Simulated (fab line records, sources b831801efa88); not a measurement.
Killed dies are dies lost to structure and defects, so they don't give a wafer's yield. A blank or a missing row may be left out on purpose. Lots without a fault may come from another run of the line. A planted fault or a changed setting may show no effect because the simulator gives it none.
A struck lot beside a sound one | flow sky130 | 16 steps out of a route of 708
Sound: wafers L933.3, L933.4, L933.5. Struck: wafer L936.4. (L936.1, L936.2 of the same lot were not struck and are left out.) The cause comes at the end.
At each step with rows: each side's tool, then ch and its chambers, then its first start. Under that, the readings that differ: sound wafers | struck wafers | difference of the means | sigmas: that difference in standard deviations of wafers without a fault.
alike: readings whose means differ by less than 2 such deviations, and words and numbers that are the same on both sides. not compared: withheld readings, readings that some wafer has no value for, bounds like >300 that may hide the same value, and numbers for which the record gives no deviation and whose values overlap.
The two part at a step that has a row with sigmas, a row that says differs or no value, or rows on one side only. Numbers that don't overlap but have no deviation are shown without sigmas and don't part them. A reading that every wafer of one side lacks parts them only if that side has two wafers or more.

first, 3 steps without rows for these wafers: SKY_METAL2_EXPOSE_12 (exposes mask MM2, target cd 140 nm); SKY_METAL2_PEB_13; SKY_METAL2_DEVELOP_14 (develop time 60 s).
SKY_METAL2_CD_MEAS_15: target cd 140 nm.
  sound on cd_sem-02, day 37 00:23; struck on cd_sem-02, day 37 22:14
  alike: cd_nm
SKY_METAL2_OVL_MEAS_16:
  sound on overlay-02, day 37 00:29; struck on overlay-02, day 37 22:21
  alike: METAL2_OVL
SKY_METAL2_DESCUM_17: chemistry O2, time 8 s.
  sound on rie_metal-01 ch 0,1, day 37 00:31; struck on rie_metal-01 ch 1, day 37 22:23
  alike: drypump_motor_current_A, oes_product_au
  not compared: rf_hours_counter_h
SKY_METAL2_ETCH_18: etches BARC in N2/H2, stops on SiO2, time 45.9 s, target depth 60 nm.
  sound on rie_metal-01 ch 0,1, day 37 00:34; struck on rie_metal-01 ch 1, day 37 22:25
  alike: bias_w, drypump_motor_current_A, oes_product_au, throttle_valve_pct
  not compared: rf_hours_counter_h
SKY_METAL2_METAL_ETCH_19: etches the open film in Cl2/BCl3, stops on SiO2, target depth 360 nm, time 78 s.
  sound on rie_metal-01 ch 0,1, day 37 00:38; struck on rie_metal-01 ch 1, day 37 22:29
  reading                | sound                | struck | difference | sigmas
  throttle_valve_pct (%) | 22.243 22.256 22.273 | 22.280 | +0.023     | +3
  alike: bias_w, drypump_motor_current_A, oes_product_au
  not compared: rf_hours_counter_h
SKY_METAL2_STRIP_20: strips in O2/N2.
  sound on plasma_asher-01 ch 0,1, day 37 00:43; struck on plasma_asher-01 ch 1, day 37 22:34
  alike: drypump_motor_current_A, oes_product_au, strip_time_to_endpoint_s
  not compared: rf_hours_counter_h
then, 3 steps without rows for these wafers: SKY_METAL2_STRIP_21 (strips in post etch residue remover, time 1200 s); SKY_METAL2_CLEAN_22 (cleans in IPA, time 180 s); SKY_METAL2_CLEAN_23 (cleans in O3/DIW).
SKY_VIA2_HDPCVD_00: deposits SiO2, target thk 1180 nm, time 196.7 s.
  sound on hdpcvd-02 ch 0,2, day 37 01:17; struck on hdpcvd-01 ch 0, day 37 23:10
  reading                                  | sound          | struck | difference | sigmas
  model.SiO2_of_VIA2_HDPCVD_00.thk_nm (nm) | 1157 1167 1162 | 769.2  | -392.8     |
SKY_VIA2_THK_MEAS_01:
  sound on film_metro-02, day 37 01:26; struck on film_metro-01, day 37 23:17
  reading              | sound          | struck | difference | sigmas
  VIA2_HDPCVD_THK (nm) | 1157 1167 1162 | 769    | -393       | -36
SKY_VIA2_CMP_02: polishes SiO2.
  sound on cmp-01 ch 0,1,3, day 37 01:31; struck on cmp-01 ch 0, day 37 23:21
  alike: motor_current_A, platen_rpm
-- the record jumps here: 10 days lie between the struck wafers' starts before and after (it left off in module VIA2 and takes up again in module PAD_OPEN, whose first step shown is number 708 of the route) --
SKY_PAD_OPEN_PROBE_99:
  sound on prober-01, day 47 05:14; struck on prober-02, day 47 21:34
  reading                               | sound             | struck    | difference | sigmas
  killed_at_front_end                   | 11 12 9           | 21        | +10        | +3
  model.etest.met3_comb.leak_log10_a_um | -12 -12.08 -12.15 | -10.21    | +1.87      |
  model.etest.tester.sort_bin_8_pct (%) | 0 0 0             | 1.559e-06 | +1.559e-06 |
  alike: defect_limited_yield, killed_at_M0_to_M3, killed_at_M4_up, killed_at_contacts, killed_at_other, killed_dies, killed_on_rim, killed_open, killed_short

WHERE THEY PART
First at SKY_METAL2_METAL_ETCH_19; last, within this record, at SKY_PAD_OPEN_PROBE_99.

WHY: what the simulator had put in
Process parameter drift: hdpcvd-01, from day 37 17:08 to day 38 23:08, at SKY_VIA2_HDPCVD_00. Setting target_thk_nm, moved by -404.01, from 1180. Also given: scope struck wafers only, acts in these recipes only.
